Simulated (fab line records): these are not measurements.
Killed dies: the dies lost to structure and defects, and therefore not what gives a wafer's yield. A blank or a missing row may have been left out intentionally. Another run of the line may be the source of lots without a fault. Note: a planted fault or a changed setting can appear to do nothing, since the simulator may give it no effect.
A struck lot beside a sound one + flow sfq-line + 42 steps out of a route of 325
Sound: wafers L888.1, L888.5, L888.6. Struck: wafers L896.2, L896.4, L896.5. At the end, the cause is stated.
For every step that has rows: the tool of each side, followed by ch and its chambers, followed by its first start. Under that, the readings that differ: sound wafers + struck wafers + difference of the means + sigmas: that difference in standard deviations of wafers without a fault.
alike: readings whose means differ by less than 2 such deviations, and words and numbers that are the same on both sides. not compared: withheld readings, readings that some wafer has no value for, bounds like >300 that may hide the same value, and numbers for which the record gives no deviation and whose values overlap.
A row with sigmas, a row that says differs or no value, or rows on one side alone: a step with any of these is where the two part. Non-overlapping numbers with no deviation appear without sigmas and do not part them. Lack of a reading on every wafer of one side parts them only where that side has two or more wafers.

first, 3 steps without rows for these wafers: SFQ_TRILAYER_I4_VIA_LITHO_EXPOSE_104 (exposes mask I4, target cd 700 nm); SFQ_TRILAYER_I4_VIA_LITHO_PEB_106 (peb time 60 s); SFQ_TRILAYER_I4_VIA_LITHO_DEVELOP_105 (time 60 s).
SFQ_I4_OVL_MEAS_928:
  sound on overlay-02, day 66 17:03; struck on overlay-02, day 68 10:06
| reading     | sound     | struck   | difference | sigmas |
|-------------|-----------|----------|------------|--------|
| I4_OVL (nm) | -8 -11 -8 | 13 13 16 | +23        | +3     |
SFQ_TRILAYER_I4_VIA_BARC_OPEN_VIA_ETCH_146: etches BARC in O2, target depth 125 nm, time 41.7 s.
  sound on rie-diel-04 ch 1,2,3, day 66 17:05; struck on rie-diel-01 ch 1,2,3, day 68 10:08
  alike: drypump-motor-current-A, oes-product-au
  not compared: rf-hours-counter-h
SFQ_TRILAYER_I4_VIA_ETCH_VIA_ETCH_106: etches SiO2 in CHF3, stops on Nb, target depth 260 nm.
  sound on rie-diel-04 ch 1,2,3, day 66 17:07; struck on rie-diel-01 ch 1,2,3, day 68 10:10
  alike: drypump-motor-current-A, oes-product-au
then, 4 steps without rows for these wafers: SFQ_TRILAYER_I4_VIA_STRIP_STRIP_107 (strips in O2); SFQ_TRILAYER_I4_VIA_STRIP_SOLV_CLEAN_108 (cleans in NMP, time 600 s); SFQ_TRILAYER_JJ_TRILAYER_DEP_PRE_CLEAN_113 (time 22.5 s); SFQ_TRILAYER_JJ_TRILAYER_DEP_SPUTTER_109 (material Nb, target thk 150 nm, time 100 s).
SFQ_TRILAYER_JJ_TRILAYER_DEP_SPUTTER_110: material Al, target thk 8 nm, time 10 s.
  sound on pvd-sputter-06, day 66 18:07; struck on pvd-sputter-06, day 68 11:10
  alike: throttle-valve-pct
then, 1 step without rows for these wafers: SFQ_TRILAYER_JJ_TRILAYER_DEP_AL_OXIDATION_111 (oxidation time 600 s).
SFQ_TRILAYER_JJ_TRILAYER_DEP_SPUTTER_112: material Nb, target thk 170 nm, time 113.3 s.
  sound on pvd-sputter-06, day 66 19:08; struck on pvd-sputter-06, day 68 12:12
| reading                                                      | sound           | struck            | difference | sigmas |
|--------------------------------------------------------------|-----------------|-------------------|------------|--------|
| model.Nb_of_TRILAYER_JJ_TRILAYER_DEP_SPUTTER_112.thk-nm (nm) | 172.4 173.9 173 | 245.6 246.2 244.4 | +72.3      |        |
  alike: throttle-valve-pct
SFQ_JJ_RS_MEAS_929: measures by four-point-probe.
  sound on film-metro-03, day 66 19:13; struck on film-metro-01, day 68 12:18
| reading           | sound             | struck            | difference | sigmas |
|-------------------|-------------------|-------------------|------------|--------|
| JJ_NB_RS (ohm/sq) | 1.035 1.027 1.030 | 0.723 0.720 0.726 | -0.308     | -26    |
then, 6 steps without rows for these wafers: SFQ_TRILAYER_JJ_CE_LITHO_COAT_119 (resist thk 62 nm); SFQ_TRILAYER_JJ_CE_LITHO_COAT_114 (resist thk 600 nm); SFQ_TRILAYER_JJ_CE_LITHO_SOFTBAKE_118; SFQ_TRILAYER_JJ_CE_LITHO_EXPOSE_115 (exposes mask J5, target cd 700 nm); SFQ_TRILAYER_JJ_CE_LITHO_PEB_117 (peb time 60 s); SFQ_TRILAYER_JJ_CE_LITHO_DEVELOP_116 (time 60 s).
SFQ_JJ_OVL_MEAS_931:
  sound on overlay-01, day 66 21:38; struck on overlay-02, day 68 20:27
  alike: J5_OVL
then, 12 steps without rows for these wafers: SFQ_TRILAYER_JJ_CE_METRO_MEASURE_117; SFQ_TRILAYER_JJ_CE_BARC_OPEN_RIE_150 (chemistry O2, target BARC, target depth 240 nm, time 80 s); SFQ_TRILAYER_JJ_CE_ETCH_RIE_118 (chemistry SF6, target Nb, stops on Al2O3, time 97.7 s, target depth 170 nm); SFQ_TRILAYER_JJ_ANODIZE_ANODIZE_119; SFQ_TRILAYER_JJ_CE_STRIP_STRIP_120 (strips in O2); SFQ_TRILAYER_JJ_CE_STRIP_SOLV_CLEAN_121 (cleans in NMP, time 600 s); SFQ_TRILAYER_M5_LITHO_COAT_128 (resist thk 62 nm); SFQ_TRILAYER_M5_LITHO_COAT_123 (resist thk 600 nm); SFQ_TRILAYER_M5_LITHO_SOFTBAKE_127; SFQ_TRILAYER_M5_LITHO_EXPOSE_124 (exposes mask M5, target cd 700 nm); SFQ_TRILAYER_M5_LITHO_PEB_126 (peb time 60 s); SFQ_TRILAYER_M5_LITHO_DEVELOP_125 (time 60 s).
-- the record jumps here: 4 days lie between the struck wafers' starts before and after --
SFQ_M5_OVL_MEAS_932:
  sound on overlay-01, day 70 23:15; struck on overlay-02, day 73 07:13
  alike: M5_OVL
SFQ_TRILAYER_M5_BARC_OPEN_METAL_ETCH_161: etches BARC in O2, target depth 125 nm, time 41.7 s.
  sound on rie-metal-01 ch 0,1, day 70 23:17; struck on rie-metal-02 ch 0,1, day 73 07:15
| reading               | sound             | struck            | difference | sigmas |
|-----------------------|-------------------|-------------------|------------|--------|
| oes-product-au (a.u.) | 0.694 0.693 0.691 | 0.688 0.681 0.681 | -0.009     | -2     |
  alike: drypump-motor-current-A, he-backside-leak-sccm
  not compared: rf-hours-counter-h
then, 5 steps without rows for these wafers: SFQ_TRILAYER_M5_ETCH_METAL_ETCH_126 (etches Nb in Cl2/BCl3, stops on SiO2, time 203.2 s, target depth 265 nm); SFQ_TRILAYER_M5_STRIP_STRIP_127 (strips in O2); SFQ_TRILAYER_M5_STRIP_SOLV_CLEAN_128 (cleans in NMP, time 600 s); SFQ_TRILAYER_A5B_DEP_PECVD_129 (deposits SiO2 from SiH4/N2O, time 133.33 s, target thk 600 nm); SFQ_TRILAYER_A5B_CMP_CMP_130 (polishes, stops on Nb, target thk 340.7 nm).
SFQ_TRILAYER_A5B_METRO_MEASURE_131:
  sound on film-metro-03, day 71 03:24; struck on film-metro-03, day 73 11:34
  alike: thk-nm
-- the record jumps here: 5 days lie between the struck wafers' starts before and after --
SFQ_TRILAYER_R5_ETCH_METAL_ETCH_139: etches the open film in Cl2, stops on SiO2, target depth 60 nm, time 40 s.
  sound on rie-metal-03 ch 0,1, day 71 07:13; struck on rie-metal-04 ch 1, day 78 10:01
| reading                                                      | sound             | struck            | difference | sigmas |
|--------------------------------------------------------------|-------------------|-------------------|------------|--------|
| model.Nb_of_TRILAYER_JJ_TRILAYER_DEP_SPUTTER_112.thk-nm (nm) | 162.5 164.2 163.1 | 235.5 236.2 234.3 | +72.1      |        |
  alike: drypump-motor-current-A, he-backside-leak-sccm, oes-product-au
  not compared: rf-hours-counter-h

WHERE THEY PART
First at SFQ_I4_OVL_MEAS_928; last, within this record, at SFQ_TRILAYER_M5_BARC_OPEN_METAL_ETCH_161. Later steps at which nothing parts them and some readings are alike: SFQ_TRILAYER_A5B_METRO_MEASURE_131, SFQ_TRILAYER_R5_ETCH_METAL_ETCH_139.

WHY: what had been put in by the simulator
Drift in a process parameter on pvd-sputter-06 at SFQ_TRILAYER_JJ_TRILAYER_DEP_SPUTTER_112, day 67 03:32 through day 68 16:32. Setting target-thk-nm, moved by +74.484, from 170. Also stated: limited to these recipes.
